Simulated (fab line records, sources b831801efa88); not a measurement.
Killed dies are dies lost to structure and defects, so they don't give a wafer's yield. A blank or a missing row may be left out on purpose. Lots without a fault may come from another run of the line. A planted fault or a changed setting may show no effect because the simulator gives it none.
Which tool did it? | flow gf180mcu | 13 lots, 39 wafers sampled, at 5 steps of a route of 602

WHAT THE GAUGES READ, wafer by wafer
GF_HV_LDD_OVL_MEAS_47. Usual: HV_LDD_03_OVL -0.4 nm, standard deviation 1.3.
lot  | measured     | on         | HV_LDD_03_OVL (nm) | flag
L737 | day 12 22:03 | overlay-02 | -1.1 1.9 -0.5      |
L738 | day 12 21:46 | overlay-02 | -1.5 -0.6 -0.5     |
L740 | day 14 03:10 | overlay-01 | -3.1 -1.0 -1.8     |
L741 | day 14 09:04 | overlay-01 | 1.8 0.6 -0.3       |
L743 | day 14 18:04 | overlay-01 | 0.6 0.6 -0.5       |
L744 | day 15 05:58 | overlay-01 | 0.6 1.3 0.7        |
L745 | day 15 15:58 | overlay-01 | -0.2 -1.9 0.3      |
L750 | day 16 22:50 | overlay-01 | -0.9 -1.6 -0.7     |
L755 | day 18 14:59 | overlay-02 | -0.5 -1.4 0.0      |
L756 | day 19 06:16 | overlay-02 | -1.0 -1.9 -2.2     |
L757 | day 19 07:25 | overlay-02 | -1.5 -0.2 -0.8     |
L758 | day 19 17:02 | overlay-02 | -1.0 -0.6 -2.7     |
L759 | day 20 00:54 | overlay-01 | 2.5 1.4 2.0        |

GF_HV_LDD_THK_MEAS_55. Usual: HV_LDD_CVD_54_THK 10.03 nm, standard deviation 0.13.
lot  | measured     | on            | HV_LDD_CVD_54_THK (nm) | flag
L737 | day 13 00:01 | film_metro-02 | 10.01 10.08 9.96       |
L738 | day 12 23:22 | film_metro-04 | 9.88 9.99 9.85         |
L740 | day 14 04:46 | film_metro-04 | 9.90 9.82 9.93         |
L741 | day 14 10:48 | film_metro-04 | 10.03 9.93 10.00       |
L743 | day 14 19:41 | film_metro-02 | 10.25 10.23 10.25      |
L744 | day 15 07:35 | film_metro-01 | 6.76 6.77 6.75         | OFF
L745 | day 15 17:35 | film_metro-02 | 6.62 6.60 6.59         | OFF
L750 | day 17 00:27 | film_metro-01 | 10.02 9.95 9.96        |
L755 | day 18 16:37 | film_metro-02 | 10.04 10.13 9.95       |
L756 | day 19 07:53 | film_metro-02 | 9.87 9.98 9.85         |
L757 | day 19 09:02 | film_metro-04 | 9.89 9.96 9.93         |
L758 | day 19 18:42 | film_metro-02 | 9.83 9.91 9.98         |
L759 | day 20 02:30 | film_metro-04 | 9.94 9.82 9.87         |

GF_CONTACT_CD_MEAS_14: target cd 220 nm. Usual: cd_nm 220.0 nm, standard deviation 1.5.
lot  | measured     | on        | cd_nm (nm)        | flag
L737 | day 16 19:39 | cd_sem-02 | 218.8 218.0 218.4 |
L738 | day 16 17:14 | cd_sem-02 | 219.4 218.6 218.6 |
L740 | day 18 00:19 | cd_sem-02 | 218.0 217.9 218.0 |
L741 | day 18 09:35 | cd_sem-01 | 219.6 219.7 217.2 |
L743 | day 18 16:05 | cd_sem-01 | 222.0 222.2 222.3 |
L744 | day 19 09:10 | cd_sem-01 | 217.6 220.0 219.8 |
L745 | day 19 17:33 | cd_sem-02 | 220.6 221.8 218.4 |
L750 | day 21 04:28 | cd_sem-02 | 220.7 220.0 221.4 |
L755 | day 22 19:52 | cd_sem-02 | 222.2 219.4 222.3 |
L756 | day 23 10:38 | cd_sem-01 | 219.7 219.7 220.9 |
L757 | day 23 11:00 | cd_sem-02 | 221.6 219.1 219.5 |
L758 | day 23 21:26 | cd_sem-01 | 220.7 222.9 220.9 |
L759 | day 24 04:50 | cd_sem-01 | 222.4 222.5 220.7 |

WHICH TOOL RAN EACH LOT (tool, then ch and the chambers of the sampled wafers, then the start)
lot  | GF_POLY_GATE_ETCH_13             | GF_HV_LDD_CVD_54
L737 | rie_si-01 ch 0,1,3, day 9 12:35  | lpcvd-02 ch 0, day 12 23:00
L738 | rie_si-01 ch 0,1,3, day 9 17:09  | lpcvd-01 ch 0, day 12 22:20
L740 | rie_si-02 ch 0,1,2, day 10 12:41 | lpcvd-01 ch 1, day 14 03:44
L741 | rie_si-01 ch 0,1,2, day 10 23:35 | lpcvd-02 ch 0, day 14 09:47
L743 | rie_si-02 ch 0,2,3, day 11 08:02 | lpcvd-02 ch 0, day 14 18:40
L744 | rie_si-02 ch 0,1,2, day 11 17:53 | lpcvd-02 ch 0, day 15 06:33
L745 | rie_si-01 ch 0,2,3, day 12 00:06 | lpcvd-02 ch 0, day 15 16:34
L750 | rie_si-02 ch 0,1,3, day 13 06:47 | lpcvd-01 ch 1, day 16 23:24
L755 | rie_si-02 ch 1,2, day 14 18:17   | lpcvd-01 ch 0, day 18 15:35
L756 | rie_si-01 ch 1,3, day 15 05:02   | lpcvd-02 ch 0, day 19 06:52
L757 | rie_si-02 ch 0,2,3, day 15 07:14 | lpcvd-02 ch 1, day 19 08:00
L758 | rie_si-02 ch 0,1,2, day 15 18:15 | lpcvd-02 ch 0, day 19 17:40
L759 | rie_si-01 ch 0,1,2, day 15 22:47 | lpcvd-02 ch 0, day 20 01:29
- GF_POLY_GATE_ETCH_13: etches poly-Si in HBr/Cl2, stops on SiO2, target depth 198.5 nm, time 69.6 s.
- GF_HV_LDD_CVD_54: deposits SiO2 from TEOS, target thk 10 nm, time 75 s.

WHAT THE TOOLS THEMSELVES READ (means of the sampled wafers that have a number; where no wafer has one, the mark that the record gives instead)
GF_POLY_GATE_ETCH_13. Usual: drypump_motor_current_A 5.50 A, standard deviation 0.28; oes_product_au 0.988 a.u., standard deviation 0.0091; throttle_valve_pct 33.684 %, standard deviation 0.0088.
lot  | tool      | drypump_motor_current_A (A) | oes_product_au (a.u.) | throttle_valve_pct (%) | flag
L737 | rie_si-01 | 5.53                        | 0.988                 | 33.690                 |
L738 | rie_si-01 | 5.54                        | 0.987                 | 33.685                 |
L740 | rie_si-02 | 5.43                        | 0.990                 | 33.682                 |
L741 | rie_si-01 | 5.39                        | 0.989                 | 33.687                 |
L743 | rie_si-02 | 5.33                        | 0.997                 | 33.689                 |
L744 | rie_si-02 | 5.43                        | 0.997                 | 33.682                 |
L745 | rie_si-01 | 5.61                        | 0.993                 | 33.684                 |
L750 | rie_si-02 | 5.37                        | 0.987                 | 33.690                 |
L755 | rie_si-02 | 5.67                        | 0.991                 | 33.689                 |
L756 | rie_si-01 | 5.29                        | 0.983                 | 33.686                 |
L757 | rie_si-02 | 5.32                        | 0.987                 | 33.695                 |
L758 | rie_si-02 | 5.43                        | 0.982                 | 33.685                 |
L759 | rie_si-01 | 5.41                        | 0.982                 | 33.683                 |

GF_HV_LDD_CVD_54. Usual: spike_tc_upper_C 679.7 C, standard deviation 1.1; zone_power_centre_pct 10.0 %, standard deviation 0.97.
lot  | tool     | spike_tc_upper_C (C) | zone_power_centre_pct (%) | flag
L737 | lpcvd-02 | 680.6                | 9.0                       |
L738 | lpcvd-01 | 679.1                | 11.5                      |
L740 | lpcvd-01 | 679.8                | 11.0                      |
L741 | lpcvd-02 | 681.3                | 8.9                       |
L743 | lpcvd-02 | 680.3                | 9.0                       |
L744 | lpcvd-02 | 680.9                | 9.0                       |
L745 | lpcvd-02 | 680.1                | 9.0                       |
L750 | lpcvd-01 | 678.9                | 11.0                      |
L755 | lpcvd-01 | 680.5                | 11.5                      |
L756 | lpcvd-02 | 680.2                | 9.0                       |
L757 | lpcvd-02 | 679.4                | 9.6                       |
L758 | lpcvd-02 | 680.8                | 8.9                       |
L759 | lpcvd-02 | 679.4                | 8.9                       |

THE ANSWER, worked out from the rows above alone
Rule: a lot is off if the mean of its wafers that have a number lies more than 3 standard deviations from the usual mean. A lot without any number at a reading at which 4 lots or more have one is off too. The other lots that the step has rows for count as sound. The gauges are gone through in route order, then the tools' own readings, and for those a lot's mean is taken as printed above. The first step at which some lot is off is used, and at that step the reading that is off furthest; a lot without a number counts as furthest.
Off: L744, L745, at GF_HV_LDD_THK_MEAS_55 (HV_LDD_CVD_54_THK).
A tool fits if, at a process step before that reading, it ran every lot that is off, and no sound lot after the first of them. The gauges at GF_HV_LDD_THK_MEAS_55 are tried like those tools. None of those tried fits.

WHAT THE SIMULATOR HAD PUT IN
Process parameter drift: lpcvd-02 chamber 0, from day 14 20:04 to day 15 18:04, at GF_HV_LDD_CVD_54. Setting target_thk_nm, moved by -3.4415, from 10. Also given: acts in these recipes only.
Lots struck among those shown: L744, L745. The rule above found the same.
